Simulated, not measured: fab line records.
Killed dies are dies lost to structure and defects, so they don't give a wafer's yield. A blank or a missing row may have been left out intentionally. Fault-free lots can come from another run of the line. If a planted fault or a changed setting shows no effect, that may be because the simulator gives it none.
Which of the tools did it? -- flow sky130 -- 11 lots with 32 wafers sampled at 2 steps, on a route of 708 steps

== WHAT THE GAUGES SHOWED, per wafer ==
SKY_VIA4_BOW_MEAS_03. Usual: for VIA4_BOW the level is 80 um and the standard deviation is 8.7.
lot,measured,on,VIA4_BOW (um),flag
L318,day 42 07:24,film metro-02,78 79 85,
L319,day 42 14:04,film metro-03,75 69 68,
L320,day 43 01:10,film metro-02,81 89 77,
L325,day 44 11:26,film metro-01,84 88,
L326,day 44 16:32,film metro-02,82 74 74,
L327,day 45 06:56,film metro-01,90 86 79,
L333,day 46 14:55,film metro-03,75 82 81,
L335,day 46 22:39,film metro-01,60 79 72,
L337,day 47 11:17,film metro-02,82 83 77,
L339,day 47 22:05,film metro-01,87 96 79,
L340,day 48 04:13,film metro-02,86 72 74,

SKY_METAL5_RS_MEAS_05: measurement is done with a four-point probe. Usual: for METAL5_ALCU_RS the level is 0.0271 ohm/sq and the standard deviation is 0.00036.
lot,measured,on,METAL5_ALCU_RS (ohm/sq),flag
L318,day 43 08:06,film metro-01,0.0274 0.0273 0.0277,
L319,day 43 15:01,film metro-02,0.0270 0.0271 0.0276,
L320,day 44 01:38,film metro-04,0.0277 0.0272 0.0275,
L325,day 45 11:00,film metro-02,0.0270 0.0269,
L326,day 45 16:18,film metro-02,0.0273 0.0272 0.0273,
L327,day 46 06:19,film metro-02,0.0267 0.0272 0.0270,
L333,day 47 12:56,film metro-04,0.0270 0.0270 0.0273,
L335,day 47 21:58,film metro-02,0.0267 0.0268 0.0259,
L337,day 48 07:32,film metro-02,0.0264 0.0274 0.0264,
L339,day 48 18:28,film metro-01,0.0269 0.0268 0.0267,
L340,day 49 01:04,film metro-04,0.0275 0.0269 0.0270,

== WHAT TOOL EACH LOT RAN ON (gives the tool, then ch and the chambers of the sampled wafers, and finally the start) ==
The record shows no process step preceding these readings.

== AS READ BY THE TOOLS THEMSELVES (means over the sampled wafers that have a number; for cases with no such wafer, the mark the record gives instead) ==
The record holds no such reading with a usual standard deviation.

== THE ANSWER, worked out from the rows above alone ==
Rule: a lot is off if the mean of its wafers that have a number lies more than 3 standard deviations from the usual mean. A lot without any number at a reading at which 4 lots or more have one is off too. All remaining lots with rows at the step are treated as sound. Order of review: gauges by route order, followed by the tools' own readings, for which a lot's mean as printed above is used. The first step at which some lot is off is used, and at that step the reading that is off furthest; a lot without a number counts as furthest.
No lot is off on any of the readings shown, so nothing can be concluded from this.

== WHAT HAD BEEN PUT IN BY THE SIMULATOR ==
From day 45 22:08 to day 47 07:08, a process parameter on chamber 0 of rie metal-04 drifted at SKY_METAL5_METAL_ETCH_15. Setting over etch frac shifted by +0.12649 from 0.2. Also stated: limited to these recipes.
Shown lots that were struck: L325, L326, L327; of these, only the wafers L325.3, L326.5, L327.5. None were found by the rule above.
